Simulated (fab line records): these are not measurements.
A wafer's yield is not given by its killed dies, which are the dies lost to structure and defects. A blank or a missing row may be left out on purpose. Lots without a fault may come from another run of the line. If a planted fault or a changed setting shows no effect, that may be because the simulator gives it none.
Which tool did it?	flow gf180mcu	11 lots with 33 wafers sampled at 2 steps, on a route of 602 steps

WHAT THE GAUGES READ, wafer by wafer
GF_TOP_METAL_CD_MEAS_14: target cd 440 nm.
lot	measured	on	cdNm (nm)
L140	day 28 02:02	cdSem-02	441.1 438.5 438.9
L141	day 28 15:37	cdSem-01	436.9 436.1 436.5
L143	day 29 06:11	cdSem-01	435.5 436.5 438.5
L144	day 29 19:11	cdSem-02	439.7 438.5 437.5
L145	day 29 22:46	cdSem-02	441.4 438.8 439.6
L146	day 30 01:28	cdSem-01	440.1 440.1 442.2
L149	day 30 20:37	cdSem-01	441.2 443.5 441.2
L151	day 31 08:41	cdSem-01	440.9 441.6 441.6
L154	day 32 11:29	cdSem-01	438.3 439.8 441.7
L157	day 33 00:20	cdSem-02	440.9 442.5 442.9
L163	day 34 08:10	cdSem-01	440.4 436.1 440.1

WHAT TOOL EACH LOT RAN ON (gives the tool, then ch and the chambers of the sampled wafers, and finally the start)
lot	GF_V5_STRIP_18
L140	plasmaAsher-01 ch 0,1, day 27 05:09
L141	plasmaAsher-02 ch 0,1, day 27 19:05
L143	plasmaAsher-01 ch 0,1, day 28 09:48
L144	plasmaAsher-01 ch 0,1, day 28 22:53
L145	plasmaAsher-03 ch 0,1, day 29 03:08
L146	plasmaAsher-03 ch 0,1, day 29 05:03
L149	plasmaAsher-03 ch 0,1, day 30 00:33
L151	plasmaAsher-01 ch 0,1, day 30 12:53
L154	plasmaAsher-02 ch 0, day 31 17:30
L157	plasmaAsher-02 ch 0,1, day 32 06:56
L163	plasmaAsher-01 ch 0,1, day 33 15:39
- GF_V5_STRIP_18: strips in O2/N2.

AS READ BY THE TOOLS THEMSELVES (means over the sampled wafers that have a number; for cases with no such wafer, the mark the record gives instead)
GF_V5_STRIP_18.
lot	tool	chamberPressureMTorr (mTorr)	drypumpMotorCurrentA (A)	heaterPowerW (W)	oesProductAu (a.u.)	platenTempC (C)
L140	plasmaAsher-01	1500.5	5.3	325	0.569	249.97
L141	plasmaAsher-02	1500.9	5.9	309	0.564	249.89
L143	plasmaAsher-01	1500.9	5.3	321	0.570	249.82
L144	plasmaAsher-01	1500.2	5.3	324	0.569	250.11
L145	plasmaAsher-03	1499.4	6.2	330	0.572	250.09
L146	plasmaAsher-03	1499.6	6.2	334	0.575	249.87
L149	plasmaAsher-03	1500.8	6.2	335	0.570	250.03
L151	plasmaAsher-01	1500.2	5.3	319	0.567	250.21
L154	plasmaAsher-02	1500.0	6.5	315	0.566	249.90
L157	plasmaAsher-02	1499.9	6.2	316	0.568	249.88
L163	plasmaAsher-01	1500.3	5.3	336	0.572	250.21

THE ANSWER, worked out from the rows above alone
Rule: the lots themselves supply what counts as usual. Put in order of their means at a reading, lots are off if they are a third of the lots or fewer, leave a main group of 4 or more, and stand apart from it by a gap of 3 or more times the standard deviation of the main group's means; of several such gaps the widest counts. The tables above print the reading to a certain number of digits; a main group whose means all agree to those digits is not used. Also off: a lot with no number at a reading for which 4 or more lots have one. Any other lot the step has rows for is counted as sound. After the gauges, taken in route order, come the tools' own readings; for these a lot's mean is taken, as printed above. The first step at which some lot is off is used, and at that step the reading that is off furthest; a lot without a number counts as furthest.
Nothing can be told from this: no lot is off at any reading shown.

WHAT THE SIMULATOR HAD INSERTED
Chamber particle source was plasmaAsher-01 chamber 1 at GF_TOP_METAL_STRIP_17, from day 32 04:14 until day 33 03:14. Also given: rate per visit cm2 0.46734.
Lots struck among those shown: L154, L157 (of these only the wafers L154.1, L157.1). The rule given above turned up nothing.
